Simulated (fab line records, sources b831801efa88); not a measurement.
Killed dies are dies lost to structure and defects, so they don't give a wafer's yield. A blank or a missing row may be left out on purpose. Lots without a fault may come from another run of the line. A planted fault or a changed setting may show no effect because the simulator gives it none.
Which tool did it? | flow sky130 | 13 lots, 39 wafers sampled, at 4 steps of a route of 708

WHAT THE GAUGES READ, wafer by wafer
SKY_CAP2M_RS_MEAS_03: measures by four-point-probe.
lot  | measured     | on            | CAP2M_TIN_RS (ohm/sq)
L908 | day 39 10:43 | film_metro-03 | 6.97 7.01 6.99
L909 | day 39 13:01 | film_metro-04 | 6.91 6.95 6.94
L910 | day 40 02:50 | film_metro-03 | 7.14 7.00 7.12
L911 | day 40 07:30 | film_metro-04 | 6.87 6.73 6.73
L913 | day 40 21:41 | film_metro-01 | 6.95 6.94 6.95
L914 | day 41 06:48 | film_metro-01 | 6.91 6.86 7.06
L915 | day 41 18:50 | film_metro-03 | 6.92 6.94 6.91
L916 | day 42 14:40 | film_metro-01 | 6.77 6.84 6.97
L918 | day 43 05:57 | film_metro-03 | 6.89 6.94 7.05
L924 | day 44 09:58 | film_metro-03 | 7.04 7.06 6.92
L926 | day 44 14:56 | film_metro-04 | 6.94 6.90 6.97
L929 | day 45 18:16 | film_metro-03 | 6.94 6.87 6.89
L931 | day 45 23:40 | film_metro-03 | 6.80 6.94 6.97

SKY_PAD_OPEN_BOW_MEAS_13.
lot  | measured     | on            | PAD_OPEN_BOW (um)
L908 | day 45 12:21 | film_metro-03 | 52 45 42
L909 | day 45 14:07 | film_metro-01 | 41 35 48
L910 | day 46 02:17 | film_metro-03 | 37 38 47
L911 | day 46 04:29 | film_metro-03 | 59 42 45
L913 | day 46 18:00 | film_metro-01 | 42 45 55
L914 | day 47 01:04 | film_metro-01 | 47 49 40
L915 | day 47 10:28 | film_metro-04 | 45 50 58
L916 | day 48 01:58 | film_metro-04 | 60 44 55
L918 | day 48 15:55 | film_metro-04 | 61 50 52
L924 | day 49 17:05 | film_metro-04 | 41 31 43
L926 | day 49 20:48 | film_metro-01 | 41 54 52
L929 | day 50 16:43 | film_metro-03 | 65 50 54
L931 | day 50 21:03 | film_metro-03 | 51 52 54

WHICH TOOL RAN EACH LOT (tool, then ch and the chambers of the sampled wafers, then the start)
lot  | SKY_VIA3_SPUTTER_20          | SKY_METAL5_SPUTTER_04
L908 | pvd_sputter-01, day 39 09:43 | pvd_sputter-04, day 42 14:35
L909 | pvd_sputter-03, day 39 12:00 | pvd_sputter-04, day 42 15:24
L910 | pvd_sputter-01, day 40 01:49 | pvd_sputter-04, day 43 05:54
L911 | pvd_sputter-03, day 40 06:29 | pvd_sputter-04, day 43 08:40
L913 | pvd_sputter-01, day 40 20:18 | pvd_sputter-03, day 43 23:25
L914 | pvd_sputter-04, day 41 05:40 | pvd_sputter-01, day 44 08:04
L915 | pvd_sputter-03, day 41 17:48 | pvd_sputter-01, day 44 18:30
L916 | pvd_sputter-03, day 42 13:37 | pvd_sputter-01, day 45 12:04
L918 | pvd_sputter-01, day 43 04:56 | pvd_sputter-01, day 46 02:47
L924 | pvd_sputter-01, day 44 08:49 | pvd_sputter-03, day 47 04:26
L926 | pvd_sputter-01, day 44 13:52 | pvd_sputter-04, day 47 09:35
L929 | pvd_sputter-03, day 45 17:15 | pvd_sputter-04, day 48 08:34
L931 | pvd_sputter-01, day 45 22:40 | pvd_sputter-03, day 48 14:16
- SKY_VIA3_SPUTTER_20: material TiN, target thk 20 nm, time 80 s.
- SKY_METAL5_SPUTTER_04: material TiN, target thk 70 nm, time 58.3 s.

WHAT THE TOOLS THEMSELVES READ (means of the sampled wafers that have a number; where no wafer has one, the mark that the record gives instead)
SKY_VIA3_SPUTTER_20.
lot  | tool           | cathode_dc_power_W (W) | throttle_valve_pct (%)
L908 | pvd_sputter-01 | 3999.8                 | 29.6
L909 | pvd_sputter-03 | 4000.3                 | 29.1
L910 | pvd_sputter-01 | 3999.8                 | 30.2
L911 | pvd_sputter-03 | 3999.6                 | 29.6
L913 | pvd_sputter-01 | 4000.1                 | 29.9
L914 | pvd_sputter-04 | 4000.1                 | 29.8
L915 | pvd_sputter-03 | 4000.0                 | 29.5
L916 | pvd_sputter-03 | 3999.8                 | 29.5
L918 | pvd_sputter-01 | 4000.0                 | 30.3
L924 | pvd_sputter-01 | 4000.3                 | 29.0
L926 | pvd_sputter-01 | 3999.5                 | 29.0
L929 | pvd_sputter-03 | 3999.8                 | 29.9
L931 | pvd_sputter-01 | 4000.4                 | 29.4

SKY_METAL5_SPUTTER_04.
lot  | tool           | cathode_dc_power_W (W) | throttle_valve_pct (%)
L908 | pvd_sputter-04 | 6501.3                 | 29.4
L909 | pvd_sputter-04 | 6501.6                 | 29.4
L910 | pvd_sputter-04 | 6499.5                 | 30.0
L911 | pvd_sputter-04 | 6500.5                 | 30.2
L913 | pvd_sputter-03 | 6501.4                 | 29.6
L914 | pvd_sputter-01 | 6500.2                 | 29.6
L915 | pvd_sputter-01 | 6500.8                 | 29.3
L916 | pvd_sputter-01 | 6250.9                 | 29.7
L918 | pvd_sputter-01 | 6251.0                 | 29.7
L924 | pvd_sputter-03 | 6499.2                 | 29.4
L926 | pvd_sputter-04 | 6499.4                 | 30.5
L929 | pvd_sputter-04 | 6499.2                 | 29.9
L931 | pvd_sputter-03 | 6499.7                 | 30.2

THE ANSWER, worked out from the rows above alone
Rule: what is usual is taken from the lots themselves. Put in order of their means at a reading, lots are off if they are a third of the lots or fewer, leave a main group of 4 or more, and stand apart from it by a gap of 3 or more times the standard deviation of the main group's means; of several such gaps the widest counts. A main group whose means are all the same, to the digits that the tables above print for the reading, isn't used. A lot without any number at a reading at which 4 lots or more have one is off too. The other lots that the step has rows for count as sound. The gauges are gone through in route order, then the tools' own readings, and for those a lot's mean is taken as printed above. The first step at which some lot is off is used, and at that step the reading that is off furthest; a lot without a number counts as furthest.
Off: L916, L918, at SKY_METAL5_SPUTTER_04 (cathode_dc_power_W). The main group: mean 6500.3 W, standard deviation 0.87.
A tool fits if, at that step or a process step before it, it ran every lot that is off, and no sound lot after the first of them. One fits: pvd_sputter-01 at SKY_METAL5_SPUTTER_04. Its last sound lot is L915 (day 44 18:30), its first lot that is off L916 (day 45 12:04): a fault that began between those two fits.
The tool's own readings at SKY_METAL5_SPUTTER_04 bear it out: on the lots that are off they differ by more than 5 times the standard deviation of the sound lots' means. cathode_dc_power_W reads 6250.9 W there against 6500.3 W on the sound lots.

WHAT THE SIMULATOR HAD PUT IN
Process parameter drift: pvd_sputter-01, from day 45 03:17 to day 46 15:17, at SKY_METAL5_SPUTTER_04. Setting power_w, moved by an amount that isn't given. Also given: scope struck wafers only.
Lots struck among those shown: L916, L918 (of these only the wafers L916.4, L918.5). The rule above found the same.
